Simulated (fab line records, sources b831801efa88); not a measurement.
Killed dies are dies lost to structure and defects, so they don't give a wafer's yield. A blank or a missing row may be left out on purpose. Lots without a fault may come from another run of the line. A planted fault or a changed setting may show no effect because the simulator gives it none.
Which tool did it? | flow gf180mcu | 10 lots, 30 wafers sampled, at 6 steps of a route of 602

WHAT THE GAUGES READ, wafer by wafer
GF_V4_BOW_MEAS_05.
lot  | measured     | on            | V4_BOW (um)
L893 | day 23 08:02 | film_metro-04 | 126 119 123
L894 | day 23 22:27 | film_metro-02 | 146 138 134
L896 | day 24 03:43 | film_metro-02 | 131 135 133
L897 | day 24 13:57 | film_metro-04 | 145 139 127
L902 | day 26 11:14 | film_metro-04 | 153 148 142
L904 | day 26 19:37 | film_metro-01 | 125 134 140
L905 | day 27 02:14 | film_metro-04 | 127 153 143
L911 | day 29 07:47 | film_metro-02 | 131 125 132
L915 | day 29 22:01 | film_metro-04 | 125 148 146
L916 | day 30 09:55 | film_metro-01 | 132 125 126

GF_MIM_RS_MEAS_10: measures by four-point-probe.
lot  | measured     | on            | MIM_ALCU_RS (ohm/sq)
L893 | day 24 08:38 | film_metro-03 | 0.1609 0.1597 0.1596
L894 | day 24 21:13 | film_metro-01 | 0.1580 0.1609 0.1590
L896 | day 25 03:20 | film_metro-03 | 0.1599 0.1588 0.1601
L897 | day 25 13:10 | film_metro-03 | 0.1567 0.1562 0.1589
L902 | day 27 09:26 | film_metro-04 | 0.1584 0.1579 0.1577
L904 | day 27 17:48 | film_metro-01 | 0.4351 0.4349 0.4407
L905 | day 27 23:56 | film_metro-03 | 0.4346 0.4324 0.4357
L911 | day 30 04:46 | film_metro-03 | 0.1617 0.1587 0.1606
L915 | day 30 17:49 | film_metro-01 | 0.1626 0.1615 0.1622
L916 | day 31 05:21 | film_metro-03 | 0.1636 0.1610 0.1621

GF_MIM_THK_MEAS_11: measures by xrf.
lot  | measured     | on            | MIM_ALCU_THK (nm)
L893 | day 24 08:46 | film_metro-03 | 202.1 202.5 204.5
L894 | day 24 21:19 | film_metro-01 | 205.4 201.0 203.2
L896 | day 25 03:26 | film_metro-03 | 202.6 205.0 203.1
L897 | day 25 13:16 | film_metro-03 | 207.1 207.9 203.7
L902 | day 27 09:32 | film_metro-04 | 202.2 202.9 202.6
L904 | day 27 17:54 | film_metro-01 | 78.3 78.3 78.6
L905 | day 28 00:03 | film_metro-03 | 79.7 80.3 79.5
L911 | day 30 04:53 | film_metro-03 | 201.3 204.9 201.9
L915 | day 30 17:56 | film_metro-01 | 199.0 200.3 200.3
L916 | day 31 05:27 | film_metro-03 | 197.5 202.0 199.6

WHICH TOOL RAN EACH LOT (tool, then ch and the chambers of the sampled wafers, then the start)
lot  | GF_MIM_SPUTTER_04            | GF_MIM_SPUTTER_07            | GF_MIM_SPUTTER_08
L893 | pvd_sputter-03, day 24 08:25 | pvd_sputter-04, day 24 08:32 | pvd_sputter-04, day 24 08:35
L894 | pvd_sputter-02, day 24 20:58 | pvd_sputter-04, day 24 21:05 | pvd_sputter-04, day 24 21:08
L896 | pvd_sputter-02, day 25 03:04 | pvd_sputter-03, day 25 03:12 | pvd_sputter-03, day 25 03:14
L897 | pvd_sputter-04, day 25 12:55 | pvd_sputter-03, day 25 13:02 | pvd_sputter-03, day 25 13:05
L902 | pvd_sputter-02, day 27 09:09 | pvd_sputter-03, day 27 09:17 | pvd_sputter-03, day 27 09:20
L904 | pvd_sputter-04, day 27 17:31 | pvd_sputter-03, day 27 17:40 | pvd_sputter-03, day 27 17:42
L905 | pvd_sputter-04, day 27 23:42 | pvd_sputter-03, day 27 23:50 | pvd_sputter-03, day 27 23:53
L911 | pvd_sputter-04, day 30 04:28 | pvd_sputter-04, day 30 04:36 | pvd_sputter-04, day 30 04:38
L915 | pvd_sputter-03, day 30 17:35 | pvd_sputter-04, day 30 17:43 | pvd_sputter-04, day 30 17:45
L916 | pvd_sputter-03, day 31 05:05 | pvd_sputter-02, day 31 05:13 | pvd_sputter-02, day 31 05:16
- GF_MIM_SPUTTER_04: material TiN, target thk 50 nm, time 41.7 s.
- GF_MIM_SPUTTER_07: material TiN, target thk 60 nm, time 50 s.
- GF_MIM_SPUTTER_08: material AlCu, target thk 200 nm, time 10.6 s.

WHAT THE TOOLS THEMSELVES READ (means of the sampled wafers that have a number; where no wafer has one, the mark that the record gives instead)
GF_MIM_SPUTTER_04.
lot  | tool           | throttle_valve_pct (%)
L893 | pvd_sputter-03 | 30.7
L894 | pvd_sputter-02 | 30.6
L896 | pvd_sputter-02 | 29.7
L897 | pvd_sputter-04 | 30.7
L902 | pvd_sputter-02 | 31.0
L904 | pvd_sputter-04 | 30.7
L905 | pvd_sputter-04 | 30.6
L911 | pvd_sputter-04 | 30.6
L915 | pvd_sputter-03 | 28.7
L916 | pvd_sputter-03 | 30.8

GF_MIM_SPUTTER_07.
lot  | tool           | throttle_valve_pct (%)
L893 | pvd_sputter-04 | 30.8
L894 | pvd_sputter-04 | 30.6
L896 | pvd_sputter-03 | 29.8
L897 | pvd_sputter-03 | 30.4
L902 | pvd_sputter-03 | 29.9
L904 | pvd_sputter-03 | 30.5
L905 | pvd_sputter-03 | 29.3
L911 | pvd_sputter-04 | 31.0
L915 | pvd_sputter-04 | 30.7
L916 | pvd_sputter-02 | 30.6

GF_MIM_SPUTTER_08.
lot  | tool           | throttle_valve_pct (%)
L893 | pvd_sputter-04 | 31.0
L894 | pvd_sputter-04 | 30.8
L896 | pvd_sputter-03 | 29.8
L897 | pvd_sputter-03 | 30.4
L902 | pvd_sputter-03 | 29.8
L904 | pvd_sputter-03 | 30.3
L905 | pvd_sputter-03 | 29.3
L911 | pvd_sputter-04 | 31.0
L915 | pvd_sputter-04 | 30.7
L916 | pvd_sputter-02 | 30.8

THE ANSWER, worked out from the rows above alone
Rule: what is usual is taken from the lots themselves. Put in order of their means at a reading, lots are off if they are a third of the lots or fewer, leave a main group of 4 or more, and stand apart from it by a gap of 3 or more times the standard deviation of the main group's means; of several such gaps the widest counts. A main group whose means are all the same, to the digits that the tables above print for the reading, isn't used. A lot without any number at a reading at which 4 lots or more have one is off too. The other lots that the step has rows for count as sound. The gauges are gone through in route order, then the tools' own readings, and for those a lot's mean is taken as printed above. The first step at which some lot is off is used, and at that step the reading that is off furthest; a lot without a number counts as furthest.
Off: L904, L905, at GF_MIM_RS_MEAS_10 (MIM_ALCU_RS). The main group: mean 0.1599 ohm/sq, standard deviation 0.0016.
A tool fits if, at a process step before that reading, it ran every lot that is off, and no sound lot after the first of them. The gauges at GF_MIM_RS_MEAS_10 are tried like those tools. One fits: pvd_sputter-03 at GF_MIM_SPUTTER_07 and GF_MIM_SPUTTER_08. At GF_MIM_SPUTTER_07 its last sound lot is L902 (day 27 09:17), its first lot that is off L904 (day 27 17:40): a fault that began between those two fits.

WHAT THE SIMULATOR HAD PUT IN
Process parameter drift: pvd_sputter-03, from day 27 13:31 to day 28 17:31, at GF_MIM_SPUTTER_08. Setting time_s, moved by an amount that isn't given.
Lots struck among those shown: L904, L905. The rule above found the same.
